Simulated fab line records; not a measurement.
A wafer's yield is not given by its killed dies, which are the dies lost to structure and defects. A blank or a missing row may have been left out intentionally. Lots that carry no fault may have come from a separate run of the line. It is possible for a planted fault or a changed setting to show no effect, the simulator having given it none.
Code-filled problem report in 8D (eight disciplines) form ; flow sky130 ; the parts of the form that need people (team, actions taken, sign-off) are left out

1. WHAT IS WRONG
Mean VIA3_W_RS at SKY_VIA3_RS_MEAS_22: 0.2305 ohm/sq over 4 wafers in 3 lots; fault-free wafers: 0.2950 ohm/sq, standard deviation 0.0024. Measured from the usual mean, that is -27 standard deviations.
The step: measures by four-point-probe.
Seen first at day 43 00:17 on filmMetro-03, wafer L324.3. The record has a number at this step for 29 wafers belonging to 10 lots. Rule for "out" (also "out of limits"): further than 4 standard deviations from the usual mean. The other wafers with a number count as sound.

2. WHAT IT IS, AND WHAT IT ISN'T
question;is;is not
which readings at this step;VIA3_W_RS;-
which lots;L324, L325, L327;L312, L313, L314, L316, L323, L329, L335
which wafers of those lots;L324.3, L325.3, L327.3, L327.6;L324.1, L324.4, L325.2, L325.4
read on which gauges;filmMetro-02, filmMetro-03, filmMetro-04;-
when;from day 43 00:17;"up to then (17 sound wafers); but 8 sound wafers of L325, L329, L335 came after"

3. WHAT RULES OUT EACH SUSPECT
Counting: a tool at a process step up to the reading stays a suspect if it ran every lot that is out. Sound lots after the first of them don't rule it out here, since some wafers of a struck lot are sound.
- ruled out: the gauge at SKY_VIA3_RS_MEAS_22. 3 gauges (filmMetro-02, filmMetro-03, filmMetro-04) read the wafers that are out.
- cvdW-02 at SKY_VIA3_CVD_21 (deposits W, target thk 390 nm, time 117.31 s): kept. Every lot that is out went through it, the first being L324 (day 43 00:10); the last sound lot it ran before that was L323 (day 42 20:30).
Remaining after the count: cvdW-02 at SKY_VIA3_CVD_21.

4. THE CAUSE (what the simulator had put in)
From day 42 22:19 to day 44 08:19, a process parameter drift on cvdW-02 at SKY_VIA3_CVD_21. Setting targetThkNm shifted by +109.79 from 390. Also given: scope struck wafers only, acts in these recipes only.
Counting left only this tool.

5. SEQUENCE OF EFFECTS, ordered by route
Rows list readings where the struck wafers' mean (over those with a number) sits beyond 3 standard deviations from the usual. Only readings whose record carries a usual standard deviation are examined. hours: median over the lots of the time between each lot's start at the first step of this table that gives one and its start at this step. sigmas: the change, counted in usual standard deviations.
hours;step;reading;usual;on struck wafers;change;sigmas
0;SKY_VIA3_RS_MEAS_22;VIA3_W_RS;0.2950 ohm/sq;0.2305;-0.0645;-27
0;SKY_VIA3_THK_MEAS_23;VIA3_W_THK;386 nm;482;+96;+16
0;SKY_VIA3_CMP_24;timeToEndpointS;95 s;121;+26;+6.8
It contains these process steps:
- SKY_VIA3_CMP_24: polishes, stops on SiO2, t overpolish 20 s, target thk 0 nm.
Later measuring or inspecting steps at which every struck wafer that the step has a row for has a number for every such reading, and none has moved that far: SKY_METAL5_RS_MEAS_05.

6. WHAT WOULD HAVE CAUGHT IT SOONER
2 hours passed between the start of the fault at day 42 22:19 and the first reading out of limits at a measuring or inspecting step in this record, taken at day 43 00:17.
Tool readings at SKY_VIA3_CVD_21 with a usual standard deviation given in the record: none out on any struck wafer, hence no alarm at a limit of 4 standard deviations on them.
Of the lots that are out (3), L325, L327 began SKY_VIA3_CVD_21 on cvdW-02 after day 43 00:17. A hold on the tool at that time would have spared those 2.
